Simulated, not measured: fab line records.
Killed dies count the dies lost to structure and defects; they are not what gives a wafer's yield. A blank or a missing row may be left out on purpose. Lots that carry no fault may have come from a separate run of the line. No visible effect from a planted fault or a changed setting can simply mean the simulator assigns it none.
The tool behind it: which one? / flow gf180mcu / 39 wafers from 13 lots sampled at 2 of the route's 602 steps

## WHAT THE GAUGES READ, wafer by wafer
GF_HV_LDD_TW_MEAS_23. Usual: HV_LDD_2_TW typically reads 1053, with standard deviation 6.3.
lot=L426; measured=day 11 02:35; on=filmMetro-01; HV_LDD_2_TW=1049 1048 1058; flag=
lot=L427; measured=day 11 12:21; on=filmMetro-01; HV_LDD_2_TW=1051 1050 1056; flag=
lot=L429; measured=day 12 00:06; on=filmMetro-04; HV_LDD_2_TW=1056 1053 1045; flag=
lot=L430; measured=day 12 09:19; on=filmMetro-01; HV_LDD_2_TW=1064 1057 1057; flag=
lot=L432; measured=day 13 02:31; on=filmMetro-01; HV_LDD_2_TW=1060 1056 1062; flag=
lot=L433; measured=day 13 05:13; on=filmMetro-04; HV_LDD_2_TW=1053 1058 1054; flag=
lot=L434; measured=day 13 19:36; on=filmMetro-01; HV_LDD_2_TW=1063 1058 1059; flag=
lot=L435; measured=day 13 23:13; on=filmMetro-03; HV_LDD_2_TW=1212 1207 1211; flag=OFF
lot=L437; measured=day 14 14:15; on=filmMetro-01; HV_LDD_2_TW=1059 1056 1057; flag=
lot=L439; measured=day 15 02:54; on=filmMetro-01; HV_LDD_2_TW=1211 1206 1209; flag=OFF
lot=L443; measured=day 16 12:44; on=filmMetro-04; HV_LDD_2_TW=1054 1053 1050; flag=
lot=L446; measured=day 17 11:59; on=filmMetro-04; HV_LDD_2_TW=1055 1064 1055; flag=
lot=L447; measured=day 17 17:13; on=filmMetro-04; HV_LDD_2_TW=1058 1061 1059; flag=

## EACH LOT AND THE TOOL THAT RAN IT (in order: tool; ch and the chambers of the sampled wafers; start)
lot=L426; GF_HV_LDD_IMPLANT_21=implanter-03 ch 0, day 11 02:20
lot=L427; GF_HV_LDD_IMPLANT_21=implanter-03 ch 0, day 11 12:07
lot=L429; GF_HV_LDD_IMPLANT_21=implanter-03 ch 0, day 11 23:51
lot=L430; GF_HV_LDD_IMPLANT_21=implanter-04 ch 0, day 12 09:06
lot=L432; GF_HV_LDD_IMPLANT_21=implanter-04 ch 0, day 13 02:17
lot=L433; GF_HV_LDD_IMPLANT_21=implanter-03 ch 0, day 13 04:58
lot=L434; GF_HV_LDD_IMPLANT_21=implanter-03 ch 0, day 13 19:22
lot=L435; GF_HV_LDD_IMPLANT_21=implanter-03 ch 0, day 13 22:59
lot=L437; GF_HV_LDD_IMPLANT_21=implanter-04 ch 0, day 14 14:00
lot=L439; GF_HV_LDD_IMPLANT_21=implanter-03 ch 0, day 15 02:40
lot=L443; GF_HV_LDD_IMPLANT_21=implanter-02 ch 0, day 16 12:29
lot=L446; GF_HV_LDD_IMPLANT_21=implanter-02 ch 0, day 17 11:44
lot=L447; GF_HV_LDD_IMPLANT_21=implanter-03 ch 0, day 17 16:58
- GF_HV_LDD_IMPLANT_21

## AS READ BY THE TOOLS THEMSELVES (means over the sampled wafers that have a number; for cases with no such wafer, the mark the record gives instead)
GF_HV_LDD_IMPLANT_21. Usual: doseIonsCm2 5e+13, standard deviation 5.5e+10; faradayCurrentUA 282, standard deviation 5.5.
lot=L426 tool=implanter-03 doseIonsCm2=5e+13 faradayCurrentUA=286 flag=
lot=L427 tool=implanter-03 doseIonsCm2=5e+13 faradayCurrentUA=282 flag=
lot=L429 tool=implanter-03 doseIonsCm2=5e+13 faradayCurrentUA=283 flag=
lot=L430 tool=implanter-04 doseIonsCm2=5e+13 faradayCurrentUA=273 flag=
lot=L432 tool=implanter-04 doseIonsCm2=5e+13 faradayCurrentUA=280 flag=
lot=L433 tool=implanter-03 doseIonsCm2=5e+13 faradayCurrentUA=285 flag=
lot=L434 tool=implanter-03 doseIonsCm2=5e+13 faradayCurrentUA=282 flag=
lot=L435 tool=implanter-03 doseIonsCm2=8e+13 faradayCurrentUA=441 flag=OFF
lot=L437 tool=implanter-04 doseIonsCm2=5e+13 faradayCurrentUA=288 flag=
lot=L439 tool=implanter-03 doseIonsCm2=8e+13 faradayCurrentUA=428 flag=OFF
lot=L443 tool=implanter-02 doseIonsCm2=5e+13 faradayCurrentUA=278 flag=
lot=L446 tool=implanter-02 doseIonsCm2=5e+13 faradayCurrentUA=283 flag=
lot=L447 tool=implanter-03 doseIonsCm2=5e+13 faradayCurrentUA=282 flag=

## THE ANSWER, worked out from the rows above alone
Rule: lot off if the mean of its wafers having a number is beyond 3 standard deviations from the usual mean. Also off: a lot with no number at a reading for which 4 or more lots have one. Where the step has rows for the other lots, those lots are counted as sound. After the gauges, taken in route order, come the tools' own readings; for these a lot's mean is taken, as printed above. The first step at which some lot is off is used, and at that step the reading that is off furthest; a lot without a number counts as furthest.
Off: L435, L439, seen at GF_HV_LDD_TW_MEAS_23 (HV_LDD_2_TW).
If a tool, at a process step before that reading, ran all the lots that are off and no sound lot after the first of them, it fits. Not tried: the gauges at GF_HV_LDD_TW_MEAS_23; whatever is off there is also off at GF_HV_LDD_IMPLANT_21, on other tools, and gauge error can't account for it. None of those tried fits.

## WHAT THE SIMULATOR PUT IN
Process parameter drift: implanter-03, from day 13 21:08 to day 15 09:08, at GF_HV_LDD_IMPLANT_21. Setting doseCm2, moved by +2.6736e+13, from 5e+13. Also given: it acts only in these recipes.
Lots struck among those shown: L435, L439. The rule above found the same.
